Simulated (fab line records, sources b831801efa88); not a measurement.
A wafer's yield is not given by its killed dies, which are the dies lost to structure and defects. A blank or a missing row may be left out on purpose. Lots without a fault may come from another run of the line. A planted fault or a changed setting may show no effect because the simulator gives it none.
The tool behind it: which one? / flow gf180mcu / Sampling: 6 lots, 18 wafers, 4 of 602 route steps

WHAT THE GAUGES SHOWED, per wafer
GF_M5_CD_MEAS_07 targets a cd of 280 nm.
lot=L157; measured=day 27 07:26; on=cd-sem-01; cd-nm (nm)=279.4 279.7 278.6
lot=L159; measured=day 28 05:04; on=cd-sem-01; cd-nm (nm)=280.7 282.3 280.9
lot=L161; measured=day 28 23:34; on=cd-sem-02; cd-nm (nm)=280.0 278.8 279.7
lot=L165; measured=day 30 07:58; on=cd-sem-01; cd-nm (nm)=281.1 279.3 280.8
lot=L166; measured=day 30 14:34; on=cd-sem-01; cd-nm (nm)=279.7 279.7 279.6
lot=L176; measured=day 32 20:26; on=cd-sem-01; cd-nm (nm)=280.4 280.6 278.6

WHICH TOOL RAN EACH LOT (tool, then ch and the chambers of the sampled wafers, then the start)
lot=L157; GF_MIM_CVD_05=pecvd-04 ch 0,1,2, day 25 14:57; GF_MIM_SPUTTER_07=pvd-sputter-03, day 25 15:03; GF_M5_EXPOSE_04=krf-scanner-01 ch 0, day 26 22:05
lot=L159; GF_MIM_CVD_05=pecvd-01 ch 0,1,2, day 26 13:13; GF_MIM_SPUTTER_07=pvd-sputter-03, day 26 13:19; GF_M5_EXPOSE_04=krf-scanner-02 ch 0, day 27 19:49
lot=L161; GF_MIM_CVD_05=pecvd-01 ch 1,2, day 27 08:03; GF_MIM_SPUTTER_07=pvd-sputter-03, day 27 08:09; GF_M5_EXPOSE_04=krf-scanner-01 ch 0, day 28 14:19
lot=L165; GF_MIM_CVD_05=pecvd-03 ch 0,1,2, day 28 18:29; GF_MIM_SPUTTER_07=pvd-sputter-03, day 28 18:35; GF_M5_EXPOSE_04=krf-scanner-02 ch 0, day 29 22:40
lot=L166; GF_MIM_CVD_05=pecvd-03 ch 1,2, day 29 00:38; GF_MIM_SPUTTER_07=pvd-sputter-03, day 29 00:44; GF_M5_EXPOSE_04=krf-scanner-02 ch 0, day 30 05:32
lot=L176; GF_MIM_CVD_05=pecvd-01 ch 0,1,2, day 31 09:49; GF_MIM_SPUTTER_07=pvd-sputter-03, day 31 09:55; GF_M5_EXPOSE_04=krf-scanner-01 ch 0, day 32 12:37
- GF_MIM_CVD_05: deposits Si3N4, target thk 42 nm, time 29.086 s.
- GF_MIM_SPUTTER_07: material TiN, target thk 60 nm, time 50 s.
- GF_M5_EXPOSE_04: exposes mask Metal5, target cd 280 nm.

THE ANSWER, worked out from the rows above alone
Rule: what is usual is taken from the lots themselves. Put in order of their means at a reading, lots are off if they are a third of the lots or fewer, leave a main group of 4 or more, and stand apart from it by a gap of 3 or more times the standard deviation of the main group's means; of several such gaps the widest counts. The tables above print the reading to a certain number of digits; a main group whose means all agree to those digits is not used. A lot without any number at a reading at which 4 lots or more have one is off too. Any other lot the step has rows for is counted as sound.
Across all readings shown, no lot is off: no conclusion can be drawn from this.

WHAT WAS PUT IN BY THE SIMULATOR
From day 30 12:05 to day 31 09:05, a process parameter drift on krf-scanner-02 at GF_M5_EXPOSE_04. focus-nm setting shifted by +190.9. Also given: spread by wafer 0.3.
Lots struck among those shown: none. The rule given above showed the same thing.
